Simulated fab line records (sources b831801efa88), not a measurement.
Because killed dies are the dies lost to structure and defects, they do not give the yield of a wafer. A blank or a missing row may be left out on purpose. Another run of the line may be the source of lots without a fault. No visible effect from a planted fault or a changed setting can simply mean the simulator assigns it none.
Problem report, 8D (eight disciplines) form, completed by code    flow sky130    the parts of the form that need people (team, actions taken, sign-off) are left out

== 1. WHAT WENT WRONG ==
spike_tc_lower_C at SKY_GATE_OXIDE_OXIDATION_16 reads a mean of 766.2 C on 6 wafers of 2 lots; wafers without a fault read 800.8 C with a standard deviation of 0.99. That is -35 standard deviations from the usual mean.
The step: stabilise 600 s, purge 300 s, target thk 3.57 nm.
The first sign was on wafer L269.1 at day 19 08:19, on furnace-01. The record has a number at this step for 18 wafers belonging to 6 lots. Rule for "out", or "out of limits": more than 4 standard deviations from the usual mean. All remaining wafers that have a number are taken as sound.

== 2. WHAT IT IS, AND WHAT IT ISN'T ==
question                     is                                                             is not
which readings at this step  spike_tc_lower_C, zone_power_bottom_pct, zone_power_lower_pct  -
which lots                   L269, L270                                                     L255, L263, L273, L277
which wafers of those lots   all that have a number                                         -
read on which tools          furnace-01                                                     furnace-02
when                         from day 19 08:19                                              up to then (6 sound wafers); but 6 sound wafers of L273, L277 came after

== 3. WHAT RULES OUT EACH SUSPECT ==
Counting: a tool at a process step up to the reading stays a suspect if it ran every lot that is out and no sound lot after the first of them.
- furnace-01 at SKY_GATE_OXIDE_OXIDATION_16 (stabilise 600 s, purge 300 s, target thk 3.57 nm): kept. It processed each lot that is out, first L269 at day 19 08:19, and no sound lot thereafter; up to then, the last sound lot it processed was L263 at day 17 00:57. On those wafers its own readings are out: spike_tc_lower_C, zone_power_bottom_pct, zone_power_lower_pct.
Remaining after the count: furnace-01 at SKY_GATE_OXIDE_OXIDATION_16.

== 4. THE CAUSE (what the simulator had put in) ==
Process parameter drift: furnace-01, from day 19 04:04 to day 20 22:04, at SKY_GATE_OXIDE_OXIDATION_16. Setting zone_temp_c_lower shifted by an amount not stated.
After counting, this tool was the only one left.

== 5. THE EFFECT CHAIN, in route order ==
One row per reading whose mean, taken over the struck wafers that have a number, lies over 3 standard deviations from the usual. Only readings whose record carries a usual standard deviation are examined. hours: median over the lots of the time between each lot's start at the first step of this table that gives one and its start at this step. sigmas: the change, counted in usual standard deviations.
hours  step                         reading                usual    on struck wafers  change  sigmas
0      SKY_GATE_OXIDE_OXIDATION_16  spike_tc_bottom_C      816.7 C  823.6             +6.9    +3.4
0      SKY_GATE_OXIDE_OXIDATION_16  spike_tc_centre_C      799.8 C  804.5             +4.7    +4.8
0      SKY_GATE_OXIDE_OXIDATION_16  spike_tc_lower_C       800.8 C  766.2             -34.6   -35
0      SKY_GATE_OXIDE_OXIDATION_16  zone_power_bottom_pct  23.11 %  27.38             +4.27   +16
0      SKY_GATE_OXIDE_OXIDATION_16  zone_power_lower_pct   14.5 %   3.2               -11.3   -9.4
Its process steps:
- SKY_GATE_OXIDE_OXIDATION_16: stabilise 600 s, purge 300 s, target thk 3.57 nm.

== 6. WHAT WOULD HAVE CAUGHT IT SOONER ==
4 hours passed between the start of the fault at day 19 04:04 and the first reading out of limits in this record, taken at day 19 08:19.
